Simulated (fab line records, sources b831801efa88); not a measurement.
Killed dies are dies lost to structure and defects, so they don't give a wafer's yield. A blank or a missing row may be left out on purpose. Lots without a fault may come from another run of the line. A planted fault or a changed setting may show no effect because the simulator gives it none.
Which tool did it? | flow gf180mcu | 12 lots, 36 wafers sampled, at 6 steps of a route of 602

WHAT THE GAUGES READ, wafer by wafer
GF_V1_OVL_MEAS_15. Usual: V1_OVL 0 nm, standard deviation 5.4.
lot  | measured     | on         | V1_OVL (nm) | flag
L362 | day 18 04:56 | overlay-02 | -9 2 -7     |
L363 | day 18 15:49 | overlay-02 | 1 0 -3      |
L365 | day 19 10:50 | overlay-02 | -9 -6 -5    |
L367 | day 20 10:17 | overlay-01 | -4 -12 1    |
L368 | day 20 13:32 | overlay-02 | 2 -4 1      |
L369 | day 20 23:23 | overlay-02 | 10 4 -7     |
L370 | day 21 05:54 | overlay-01 | 3 -5 3      |
L373 | day 22 08:19 | overlay-02 | 4 7 4       |
L376 | day 23 17:21 | overlay-02 | 5 3 2       |
L379 | day 24 15:59 | overlay-02 | 2 0 -2      |
L380 | day 25 05:15 | overlay-01 | -6 7 1      |
L384 | day 26 10:14 | overlay-02 | -9 -12 -13  |

GF_V1_RS_MEAS_24: measures by four-point-probe. Usual: V1_W_RS 0.327 ohm/sq, standard deviation 0.0062.
lot  | measured     | on            | V1_W_RS (ohm/sq)  | flag
L362 | day 18 05:54 | film_metro-02 | 0.324 0.331 0.331 |
L363 | day 18 16:45 | film_metro-03 | 0.332 0.317 0.331 |
L365 | day 19 11:45 | film_metro-04 | 0.333 0.334 0.332 |
L367 | day 20 11:13 | film_metro-03 | 0.318 0.318 0.335 |
L368 | day 20 14:27 | film_metro-02 | 0.330 0.323 0.333 |
L369 | day 21 00:19 | film_metro-04 | 0.334 0.333 0.333 |
L370 | day 21 06:53 | film_metro-03 | 0.333 0.332 0.327 |
L373 | day 22 09:17 | film_metro-03 | 0.331 0.320 0.316 |
L376 | day 23 18:16 | film_metro-04 | 0.329 0.330 0.327 |
L379 | day 24 16:53 | film_metro-03 | 0.350 0.324 0.327 |
L380 | day 25 06:10 | film_metro-02 | 0.349 0.325 0.348 |
L384 | day 26 11:09 | film_metro-02 | 0.316 0.315 0.329 |

GF_V1_THK_MEAS_25: measures by xrf. Usual: V1_W_THK 351 nm, standard deviation 7.7.
lot  | measured     | on            | V1_W_THK (nm) | flag
L362 | day 18 06:01 | film_metro-02 | 358 352 349   |
L363 | day 18 16:52 | film_metro-03 | 346 358 344   |
L365 | day 19 11:52 | film_metro-04 | 339 340 338   |
L367 | day 20 11:20 | film_metro-03 | 360 360 343   |
L368 | day 20 14:34 | film_metro-02 | 351 359 346   |
L369 | day 21 00:26 | film_metro-04 | 340 342 342   |
L370 | day 21 07:00 | film_metro-03 | 347 344 351   |
L373 | day 22 09:23 | film_metro-03 | 346 359 362   |
L376 | day 23 18:23 | film_metro-04 | 343 345 348   |
L379 | day 24 17:01 | film_metro-03 | 331 355 353   |
L380 | day 25 06:17 | film_metro-02 | 330 355 330   |
L384 | day 26 11:16 | film_metro-02 | 359 364 348   |

GF_M2_THK_MEAS_06: measures by xrf. Usual: M2_ALCU_THK 441 nm, standard deviation 4.8.
lot  | measured     | on            | M2_ALCU_THK (nm) | flag
L362 | day 18 06:43 | film_metro-03 | 438 436 441      |
L363 | day 18 17:34 | film_metro-03 | 439 438 442      |
L365 | day 19 12:34 | film_metro-01 | 440 440 441      |
L367 | day 20 12:02 | film_metro-01 | 441 443 445      |
L368 | day 20 15:16 | film_metro-03 | 445 445 443      |
L369 | day 21 01:08 | film_metro-03 | 447 446 449      |
L370 | day 21 07:43 | film_metro-02 | 443 441 443      |
L373 | day 22 10:05 | film_metro-01 | 435 433 436      |
L376 | day 23 19:05 | film_metro-02 | 449 449 448      |
L379 | day 24 17:43 | film_metro-03 | 437 442 438      |
L380 | day 25 06:59 | film_metro-01 | 435 432 436      |
L384 | day 26 11:58 | film_metro-03 | 434 434 439      |

WHICH TOOL RAN EACH LOT (tool, then ch and the chambers of the sampled wafers, then the start)
lot  | GF_V1_CVD_23                  | GF_M2_SPUTTER_02
L362 | cvd_w-01 ch 0,1, day 18 05:46 | pvd_sputter-03, day 18 06:29
L363 | cvd_w-02 ch 0,1, day 18 16:37 | pvd_sputter-04, day 18 17:20
L365 | cvd_w-01 ch 0,1, day 19 11:38 | pvd_sputter-01, day 19 12:22
L367 | cvd_w-02 ch 0,1, day 20 11:05 | pvd_sputter-01, day 20 11:49
L368 | cvd_w-02 ch 0,1, day 20 14:20 | pvd_sputter-01, day 20 15:04
L369 | cvd_w-01 ch 0,1, day 21 00:12 | pvd_sputter-03, day 21 00:55
L370 | cvd_w-01 ch 0,1, day 21 06:46 | pvd_sputter-01, day 21 07:30
L373 | cvd_w-02 ch 0,1, day 22 09:10 | pvd_sputter-01, day 22 09:51
L376 | cvd_w-01 ch 0,1, day 23 18:10 | pvd_sputter-01, day 23 18:53
L379 | cvd_w-01 ch 0,1, day 24 16:47 | pvd_sputter-03, day 24 17:31
L380 | cvd_w-01 ch 0,1, day 25 06:03 | pvd_sputter-01, day 25 06:46
L384 | cvd_w-02 ch 0,1, day 26 11:02 | pvd_sputter-04, day 26 11:46
- GF_V1_CVD_23: deposits W, target thk 350 nm, time 105.05 s.
- GF_M2_SPUTTER_02: material AlCu, target thk 450 nm, time 23.9 s.

WHAT THE TOOLS THEMSELVES READ (means of the sampled wafers that have a number; where no wafer has one, the mark that the record gives instead)
GF_V1_CVD_23. Usual: chamber_pressure_Torr 39.98 Torr, standard deviation 0.09; heater_power_w 833 W, standard deviation 110; susceptor_temp_C 399.96 C, standard deviation 0.22.
lot  | tool     | chamber_pressure_Torr (Torr) | heater_power_w (W) | susceptor_temp_C (C) | flag
L362 | cvd_w-01 | 40.00                        | 721                | 399.85               |
L363 | cvd_w-02 | 39.86                        | 947                | 399.69               |
L365 | cvd_w-01 | 39.92                        | 735                | 400.11               |
L367 | cvd_w-02 | 40.01                        | 880                | 399.93               |
L368 | cvd_w-02 | 39.95                        | 943                | 400.20               |
L369 | cvd_w-01 | 40.05                        | 740                | 400.22               |
L370 | cvd_w-01 | 39.99                        | 752                | 399.97               |
L373 | cvd_w-02 | 40.04                        | 879                | 400.18               |
L376 | cvd_w-01 | 40.03                        | 725                | 400.03               |
L379 | cvd_w-01 | 39.97                        | 748                | 399.87               |
L380 | cvd_w-01 | 40.01                        | 721                | 400.04               |
L384 | cvd_w-02 | 40.01                        | 892                | 400.14               |

GF_M2_SPUTTER_02. Usual: throttle_valve_pct 29.5 %, standard deviation 0.86.
lot  | tool           | throttle_valve_pct (%) | flag
L362 | pvd_sputter-03 | 29.2                   |
L363 | pvd_sputter-04 | 29.6                   |
L365 | pvd_sputter-01 | 30.0                   |
L367 | pvd_sputter-01 | 29.9                   |
L368 | pvd_sputter-01 | 30.1                   |
L369 | pvd_sputter-03 | 29.0                   |
L370 | pvd_sputter-01 | 30.1                   |
L373 | pvd_sputter-01 | 30.0                   |
L376 | pvd_sputter-01 | 29.2                   |
L379 | pvd_sputter-03 | 29.0                   |
L380 | pvd_sputter-01 | 30.4                   |
L384 | pvd_sputter-04 | 30.0                   |

THE ANSWER, worked out from the rows above alone
Rule: a lot is off if the mean of its wafers that have a number lies more than 3 standard deviations from the usual mean. A lot without any number at a reading at which 4 lots or more have one is off too. The other lots that the step has rows for count as sound. The gauges are gone through in route order, then the tools' own readings, and for those a lot's mean is taken as printed above. The first step at which some lot is off is used, and at that step the reading that is off furthest; a lot without a number counts as furthest.
No lot is off at any reading shown: from this, nothing can be told.

WHAT THE SIMULATOR HAD PUT IN
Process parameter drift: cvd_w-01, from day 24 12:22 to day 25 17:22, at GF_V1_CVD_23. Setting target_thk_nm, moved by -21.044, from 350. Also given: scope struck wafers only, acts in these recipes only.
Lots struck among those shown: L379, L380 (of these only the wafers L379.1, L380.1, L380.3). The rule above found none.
